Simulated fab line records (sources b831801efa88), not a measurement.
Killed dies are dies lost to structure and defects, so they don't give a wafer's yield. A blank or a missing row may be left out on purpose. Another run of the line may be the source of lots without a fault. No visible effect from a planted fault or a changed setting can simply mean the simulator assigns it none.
fab line records	flow sky130
record lots=12	wafers=36	last_day=49
route steps=708 shown LDD_HVP@286 METAL2@483
lots with no fault: from the same line, run without faults
start_h: start of the lot's first displayed wafer, in hours after the record's first day	wait_h: hours since the lot's step before	" identical to the entry in the row above	L1.1+2: a single row standing in for several wafers	- no value present, or no start provided	* or withheld: withheld	< > ~ a bound
route shown NAME@n: names a module that has steps shown in the file, with the first one's number in the route	usual: mean/standard deviation of fault-free wafers	same: alike in all rows	chamber/n: place in a boat	sites: readings site by site	_std_site: the standard deviation of these	_edge_site: outer sites' mean less inner sites'	radius_mm: how far each site lies from the wafer's centre	mask NAME#n: copy n	behind: the tool/chamber that last shaped the wafer	hold: cause of the lot's hold/its duration in hours/its outcome	device: names the non-switching transistor (n, p or np)	end of line: the route-end tests of the same wafers	for a step that has no rows: nothing shown but its recipe	killed: not the wafer's yield, but the dies lost to structure and defects at the first sort	map: a wafer's dies, marking killed ones x, the rest . and places with no die _
set.NAME: the setting that was run; set.NAME@STEP: the one run at that earlier step	model.NAME: the simulator's own value behind a step, which no gauge read
steps of the route over a sample of lots; a table a step, a row a wafer
services: a tool's chamber out of use, with start hour (start_h, from the record's first day; less than 0 if before it), hours out, and reason
## steps
# step SKY_LDD_HVP_IMPLANT_08
# recipe species=B	energy_kev=20	dose_cm2=1.7e+13	tilt_deg=17.9
# usual dose_ions_cm2=1.7002e+13/1.8e+10	faraday_current_uA=95.9/1.7
# same implant_ion_amu=11
lot.wafer	tool	chamber	start_h	wait_h	dose_ions_cm2	faraday_current_uA
L673.1	implanter-02	0	498.58	0.0	1.6984e+13	96.4
L673.3	"	0	"	"	1.701e+13	94.5
L673.5	"	0	"	"	1.7014e+13	94.3
L675.2	implanter-04	0	513.76	0.0	1.6994e+13	95.3
L675.3	"	0	"	"	1.6996e+13	93.7
L675.4	"	0	"	"	1.6983e+13	95.1
L676.1	implanter-02	0	522.88	0.0	1.6977e+13	94.6
L676.5	"	0	"	"	1.7007e+13	95.7
L676.6	"	0	"	"	1.6963e+13	99.0
L677.1	implanter-04	0	530.23	0.0	1.6995e+13	98.4
L677.3	"	0	"	"	1.698e+13	94.1
L677.5	"	0	"	"	1.6984e+13	97.5
L678.3	implanter-02	0	536.98	0.1	1.7008e+13	95.1
L678.4	"	0	"	"	1.7012e+13	96.9
L678.6	"	0	"	"	1.7033e+13	95.2
L682.4	implanter-04	0	576.06	0.1	1.6985e+13	96.7
L682.5	"	0	"	"	1.7011e+13	95.7
L682.6	"	0	"	"	1.7012e+13	93.1
L684.1	implanter-04	0	596.98	0.0	1.7001e+13	96.8
L684.5	"	0	"	"	1.7018e+13	98.3
L684.6	"	0	"	"	1.6995e+13	95.3
L686.1	implanter-01	0	616.38	0.0	1.5575e+13	88.2
L686.3	"	0	"	"	1.5569e+13	89.2
L686.5	"	0	"	"	1.5546e+13	90.3
L688.2	implanter-01	0	629.86	0.0	1.5511e+13	89.0
L688.4	"	0	"	"	1.555e+13	90.5
L688.5	"	0	"	"	1.5559e+13	88.3
L689.1	implanter-02	0	630.43	0.0	1.6984e+13	97.5
L689.2	"	0	"	"	1.701e+13	97.7
L689.5	"	0	"	"	1.7007e+13	99.9
L690.4	implanter-04	0	634.38	0.1	1.6999e+13	95.6
L690.5	"	0	"	"	1.6984e+13	97.7
L690.6	"	0	"	"	1.7021e+13	95.5
L692.2	implanter-02	0	649.86	0.0	1.7026e+13	94.6
L692.5	"	0	"	"	1.7017e+13	97.8
L692.6	"	0	"	"	1.7007e+13	95.6
# step SKY_LDD_HVP_TW_MEAS_10
# usual LDD_HVP_TW=455/3.7
lot.wafer	tool	chamber	start_h	wait_h	LDD_HVP_TW
L673.1	film_metro-03	-	498.83	0.1	453
L673.3	"	-	"	"	453
L673.5	"	-	"	"	452
L675.2	film_metro-03	-	513.99	0.1	452
L675.3	"	-	"	"	451
L675.4	"	-	"	"	449
L676.1	film_metro-03	-	523.28	0.1	452
L676.5	"	-	"	"	448
L676.6	"	-	"	"	451
L677.1	film_metro-03	-	530.48	0.1	452
L677.3	"	-	"	"	451
L677.5	"	-	"	"	450
L678.3	film_metro-04	-	537.20	0.1	458
L678.4	"	-	"	"	456
L678.6	"	-	"	"	457
L682.4	film_metro-01	-	576.26	0.1	459
L682.5	"	-	"	"	459
L682.6	"	-	"	"	459
L684.1	film_metro-01	-	597.23	0.1	458
L684.5	"	-	"	"	460
L684.6	"	-	"	"	458
L686.1	film_metro-04	-	616.63	0.1	449
L686.3	"	-	"	"	446
L686.5	"	-	"	"	444
L688.2	film_metro-03	-	630.09	0.1	443
L688.4	"	-	"	"	442
L688.5	"	-	"	"	441
L689.1	film_metro-01	-	630.68	0.1	456
L689.2	"	-	"	"	457
L689.5	"	-	"	"	456
L690.4	film_metro-04	-	634.58	0.1	460
L690.5	"	-	"	"	458
L690.6	"	-	"	"	458
L692.2	film_metro-03	-	650.09	0.1	450
L692.5	"	-	"	"	451
L692.6	"	-	"	"	451
# step SKY_METAL2_SPUTTER_00
# recipe material=Ti	target_thk_nm=15	power_w=3000	time_s=10	chamber_pressure_pa=0.4
# usual throttle_valve_pct=30.0/0.94
lot.wafer	tool	chamber	start_h	wait_h	throttle_valve_pct
L673.1	pvd_sputter-04	-	794.99	0.2	30.6
L673.3	"	-	"	"	31.7
L673.5	"	-	"	"	30.3
L675.2	pvd_sputter-04	-	806.12	0.2	28.6
L675.3	"	-	"	"	30.3
L675.4	"	-	"	"	29.2
L676.1	pvd_sputter-03	-	815.97	0.1	30.2
L676.5	"	-	"	"	30.5
L676.6	"	-	"	"	29.5
L677.1	pvd_sputter-04	-	821.17	0.1	31.3
L677.3	"	-	"	"	28.6
L677.5	"	-	"	"	30.6
L678.3	pvd_sputter-04	-	828.90	0.2	28.5
L678.4	"	-	"	"	31.6
L678.6	"	-	"	"	31.6
L682.4	pvd_sputter-03	-	865.40	0.1	30.2
L682.5	"	-	"	"	30.6
L682.6	"	-	"	"	30.5
L684.1	pvd_sputter-03	-	880.41	0.1	30.5
L684.5	"	-	"	"	29.7
L684.6	"	-	"	"	30.1
L686.1	pvd_sputter-04	-	901.81	0.1	30.6
L686.3	"	-	"	"	28.7
L686.5	"	-	"	"	29.2
L688.2	pvd_sputter-03	-	910.55	0.2	30.3
L688.4	"	-	"	"	29.6
L688.5	"	-	"	"	30.4
L689.1	pvd_sputter-03	-	917.39	0.1	30.4
L689.2	"	-	"	"	29.4
L689.5	"	-	"	"	30.4
L690.4	pvd_sputter-04	-	923.19	0.2	28.6
L690.5	"	-	"	"	30.6
L690.6	"	-	"	"	31.8
L692.2	pvd_sputter-04	-	930.39	0.2	28.7
L692.5	"	-	"	"	28.4
L692.6	"	-	"	"	29.4
# step SKY_METAL2_SPUTTER_04
# recipe material=TiN	target_thk_nm=70	power_w=6500	time_s=58.3	chamber_pressure_pa=0.4
# usual throttle_valve_pct=30.0/0.93
lot.wafer	tool	chamber	start_h	wait_h	throttle_valve_pct
L673.1	pvd_sputter-04	-	795.08	0.0	30.2
L673.3	"	-	"	"	31.7
L673.5	"	-	"	"	30.1
L675.2	pvd_sputter-04	-	806.21	0.0	28.4
L675.3	"	-	"	"	30.5
L675.4	"	-	"	"	29.4
L676.1	pvd_sputter-03	-	816.06	0.0	30.1
L676.5	"	-	"	"	30.6
L676.6	"	-	"	"	29.5
L677.1	pvd_sputter-04	-	821.26	0.0	31.2
L677.3	"	-	"	"	28.5
L677.5	"	-	"	"	30.7
L678.3	pvd_sputter-04	-	828.99	0.0	28.6
L678.4	"	-	"	"	31.4
L678.6	"	-	"	"	31.3
L682.4	pvd_sputter-03	-	865.49	0.0	30.3
L682.5	"	-	"	"	30.3
L682.6	"	-	"	"	30.1
L684.1	pvd_sputter-03	-	880.51	0.0	30.5
L684.5	"	-	"	"	29.6
L684.6	"	-	"	"	30.7
L686.1	pvd_sputter-04	-	901.91	0.0	30.7
L686.3	"	-	"	"	28.4
L686.5	"	-	"	"	29.3
L688.2	pvd_sputter-03	-	910.64	0.0	30.6
L688.4	"	-	"	"	29.7
L688.5	"	-	"	"	30.3
L689.1	pvd_sputter-03	-	917.48	0.0	30.4
L689.2	"	-	"	"	29.4
L689.5	"	-	"	"	30.4
L690.4	pvd_sputter-04	-	923.29	0.0	28.6
L690.5	"	-	"	"	30.5
L690.6	"	-	"	"	31.5
L692.2	pvd_sputter-04	-	930.48	0.0	28.4
L692.5	"	-	"	"	28.5
L692.6	"	-	"	"	29.2
# step SKY_METAL2_METAL_ETCH_19
# recipe target_depth_a=3600	stop_on=SiO2	over_etch_frac=0.3	time_s=78	chemistry=Cl2/BCl3	resist_sidewall_deg=88	pressure_mtorr=10	icp_w=900	bias_w=48.5	Cl2_flow_sccm=60	bcl3_flow_sccm=30
# usual bcl3_flow_sccm=30.00/0.097	chamber_pressure_mTorr=10.000/0.0084	drypump_motor_current_A=5.70/0.26	oes_product_au=0.859/0.0093	throttle_valve_pct=22.265/0.0088
lot.wafer	tool	chamber	start_h	wait_h	bcl3_flow_sccm	chamber_pressure_mTorr	drypump_motor_current_A	oes_product_au	rf_hours_counter_h	throttle_valve_pct
L673.1	rie_metal-03	0	821.10	0.0	29.90	10.001	5.52	0.866	15	22.246
L673.3	"	0	"	"	29.94	9.986	5.51	0.860	-	22.276
L673.5	"	0	"	"	29.91	9.998	5.51	0.862	-	22.265
L675.2	rie_metal-04	1	833.40	0.0	29.96	9.989	5.93	0.864	12	22.276
L675.3	"	1	"	"	29.99	9.998	5.94	0.860	-	22.255
L675.4	"	0	"	"	30.08	9.997	5.77	0.864	-	22.266
L676.1	rie_metal-03	1	842.61	0.1	29.96	10.016	5.25	0.854	19	22.261
L676.5	"	1	"	"	30.05	10.008	5.21	0.860	-	22.271
L676.6	"	1	"	"	30.09	10.021	5.24	0.863	-	22.272
L677.1	rie_metal-01	1	848.30	0.0	30.03	9.992	5.97	0.865	8	22.253
L677.3	"	0	"	"	30.06	9.990	5.66	0.866	-	22.240
L677.5	"	1	"	"	30.10	9.992	5.97	0.861	-	22.266
L678.3	rie_metal-01	1	855.50	0.1	30.13	10.016	5.98	0.847	-	22.259
L678.4	"	1	"	"	30.13	9.990	5.98	0.872	-	22.281
L678.6	"	1	"	"	30.09	10.004	5.99	0.848	-	22.258
L682.4	rie_metal-04	0	892.28	0.1	29.86	10.011	5.76	0.862	-	22.264
L682.5	"	0	"	"	30.11	10.005	5.77	0.862	-	22.249
L682.6	"	1	"	"	29.97	10.014	5.97	0.872	-	22.279
L684.1	rie_metal-01	0	906.40	0.0	30.05	10.001	5.66	0.869	9	22.267
L684.5	"	0	"	"	30.05	9.999	5.65	0.860	-	22.268
L684.6	"	1	"	"	29.78	10.000	5.99	0.863	-	22.254
L686.1	rie_metal-04	0	925.78	0.1	30.25	9.997	5.78	0.865	4	22.251
L686.3	"	1	"	"	29.85	9.997	5.93	0.862	-	22.261
L686.5	"	0	"	"	30.03	9.989	5.78	0.861	-	22.266
L688.2	rie_metal-04	0	932.42	0.0	30.12	9.999	5.79	0.866	5	22.260
L688.4	"	1	"	"	30.17	9.997	5.94	0.862	-	22.261
L688.5	"	1	"	"	30.06	10.009	5.95	0.846	-	22.254
L689.1	rie_metal-01	0	937.82	0.0	30.12	9.997	5.66	0.852	11	22.252
L689.2	"	1	"	"	30.06	10.004	5.97	0.837	14	22.261
L689.5	"	1	"	"	30.04	10.014	5.98	0.862	-	22.269
L690.4	rie_metal-03	0	944.73	0.1	30.11	10.003	5.52	0.862	-	22.251
L690.5	"	0	"	"	30.01	10.004	5.53	0.860	-	22.268
L690.6	"	1	"	"	29.83	9.992	5.24	0.861	-	22.257
L692.2	rie_metal-01	1	954.37	0.0	29.99	10.003	6.00	0.863	14	22.264
L692.5	"	0	"	"	30.04	10.001	5.66	0.874	-	22.257
L692.6	"	1	"	"	29.93	9.990	5.93	0.875	-	22.265
## services
tool	chamber	start_h	hours	kind
pvd_sputter-04	-	498.28	4.9	repair
implanter-02	-	508.42	4.0	pm
implanter-02	-	527.32	4.0	repair
implanter-04	-	564.33	1.2	repair
rie_metal-01	-	575.18	29.0	repair
implanter-02	-	592.76	2.9	repair
implanter-04	-	630.38	3.9	repair
implanter-02	-	661.37	5.6	repair
rie_metal-01	-	675.47	1.4	pm
rie_metal-04	-	680.44	1.4	pm
implanter-02	-	689.64	3.7	repair
implanter-04	-	701.17	2.2	repair
implanter-02	-	701.82	9.5	repair
implanter-02	-	720.41	0.7	repair
implanter-02	-	739.34	3.1	repair
implanter-02	-	779.28	5.2	pm
implanter-02	-	797.21	2.0	repair
implanter-02	-	844.87	2.1	repair
rie_metal-01	0	854.35	18.2	repair
pvd_sputter-04	-	880.99	3.0	repair
implanter-04	-	885.82	3.9	pm
pvd_sputter-04	-	909.13	11.2	repair
implanter-04	-	917.35	16.7	pm
implanter-04	-	953.31	5.8	repair
## key
first_sign step=SKY_LDD_HVP_IMPLANT_08	reading=dose_ions_cm2	direction=down	sigmas=82	usual=*	struck=*
effect step=SKY_LDD_HVP_IMPLANT_08	reading=faraday_current_uA	direction=down	sigmas=3.8	usual=95.9	struck=89.2
effect step=SKY_LDD_HVP_TW_MEAS_10	reading=LDD_HVP_TW	direction=down	sigmas=3	usual=455	struck=444
met_at SKY_LDD_HVP_IMPLANT_08
struck_lots L686,L688
tester_left_out L686,L688
not_acting_at SKY_METAL2_SPUTTER_00,SKY_METAL2_SPUTTER_04,SKY_METAL2_METAL_ETCH_19
fault kind=process_parameter_drift	tool=implanter-01	chamber=-	onset_h=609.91	steps=SKY_LDD_HVP_IMPLANT_08	channel=dose_cm2	offset=*	shape=step	end_h=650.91	acts_in=*	stated=*
# tester_left_out: of these lots the tester's yield and bins aren't shown, on N5 and GAA mostly nor the transistor test; their killed dies are dies lost to structure and defects alone, not to doping, threshold or leakage, so they don't give the yield
